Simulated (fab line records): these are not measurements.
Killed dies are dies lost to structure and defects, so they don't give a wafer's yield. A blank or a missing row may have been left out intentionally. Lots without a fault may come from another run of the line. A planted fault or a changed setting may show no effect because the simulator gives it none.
A single fault, viewed from 2 desks / flow gf180mcu / each desk has only its own numbers; what lay behind them comes last

## THE TOOL OWNER'S DESK: plasma_asher-04
The tool's own readings at GF_VT_IMPLANT_STRIP_42 (strips in O2/N2): means of the sampled wafers that have a number, for each lot that ran on this tool. Any lot whose mean is over 4 standard deviations away from the usual mean is out of limits and marked OUT; that distance is given in the brackets.
Columns: A = drypump_motor_current_A at GF_VT_IMPLANT_STRIP_42, usual 5.6 A; B = heater_power_w at GF_VT_IMPLANT_STRIP_42, usual 336 W; C = oes_product_au at GF_VT_IMPLANT_STRIP_42, usual 0.716 a.u.; D = strip_time_to_endpoint_s at GF_VT_IMPLANT_STRIP_42, usual 12.61 s
lot=L844; first seen here=day 7 19:20; A=6.0; B=307; C=0.715; D=12.61
lot=L850; first seen here=day 9 05:28; A=5.8; B=327; C=0.868 (+35) OUT; D=-
lot=L857; first seen here=day 11 08:58; A=6.0; B=308; C=0.715; D=12.59
lot=L860; first seen here=day 12 03:53; A=5.8; B=326; C=0.718; D=12.64
lot=L861; first seen here=day 12 13:16; A=5.8; B=335; C=0.719; D=12.62
lot=L865; first seen here=day 14 02:17; A=5.8; B=325; C=0.716; D=12.62
This desk's finding: out of limits on L850; first on L850, day 9 05:28 (oes_product_au at GF_VT_IMPLANT_STRIP_42). L844, L857, L860, L861, L865 stayed within limits.

## THE METROLOGY DESK
What the gauges read for every lot (on any tool): the sampled wafers with a number, averaged. Any lot whose mean is over 4 standard deviations away from the usual mean is out of limits and marked OUT; that distance is given in the brackets.
Columns: A = VT_IMPLANT_02_OVL at GF_VT_IMPLANT_OVL_MEAS_29, usual -0.1 nm; B = VT_IMPLANT_03_OVL at GF_VT_IMPLANT_OVL_MEAS_40, usual -0.7 nm; C = VT_IMPLANT_4_TW at GF_VT_IMPLANT_TW_MEAS_43, usual 692
lot=L843; first seen here=day 6 19:14; A=-1.4; B=-1.2; C=688
lot=L844; first seen here=day 7 04:34; A=-1.7; B=-1.7; C=688
lot=L846; first seen here=day 7 13:43; A=-1.5; B=-1.8; C=688
lot=L847; first seen here=day 7 21:01; A=1.0; B=-0.4; C=689
lot=L850; first seen here=day 8 12:55; A=-0.9; B=0.3; C=697
lot=L851; first seen here=day 8 21:22; A=0.4; B=2.7; C=697
lot=L857; first seen here=day 10 14:53; A=-1.0; B=-0.8; C=694
lot=L859; first seen here=day 11 07:22; A=-0.7; B=-0.5; C=701
lot=L860; first seen here=day 11 08:28; A=-1.6; B=-0.3; C=701
lot=L861; first seen here=day 11 18:34; A=1.0; B=-0.8; C=687
lot=L862; first seen here=day 12 00:34; A=-1.5; B=-0.1; C=689
lot=L864; first seen here=day 13 03:59; A=0.3; B=-0.6; C=688
lot=L865; first seen here=day 13 05:23; A=-0.6; B=-1.6; C=687
Finding of this desk: none of the 13 lots has anything out of limits.

## PUT TOGETHER
The tool owner's desk had the chance to raise an alarm at day 9 05:28 on L850.
The metrology desk saw nothing out of limits.
The metrology desk has L850 on record, within its limits.
On plasma_asher-04, each named lot ran GF_VT_IMPLANT_STRIP_42.

## WHAT WAS PUT IN BY THE SIMULATOR
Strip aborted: plasma_asher-04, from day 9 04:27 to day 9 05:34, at GF_VT_IMPLANT_STRIP_42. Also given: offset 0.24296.
Struck lots among those shown: L850.
Hours from the fault's start to each desk's first reading out of limits: the tool owner's desk, 1.
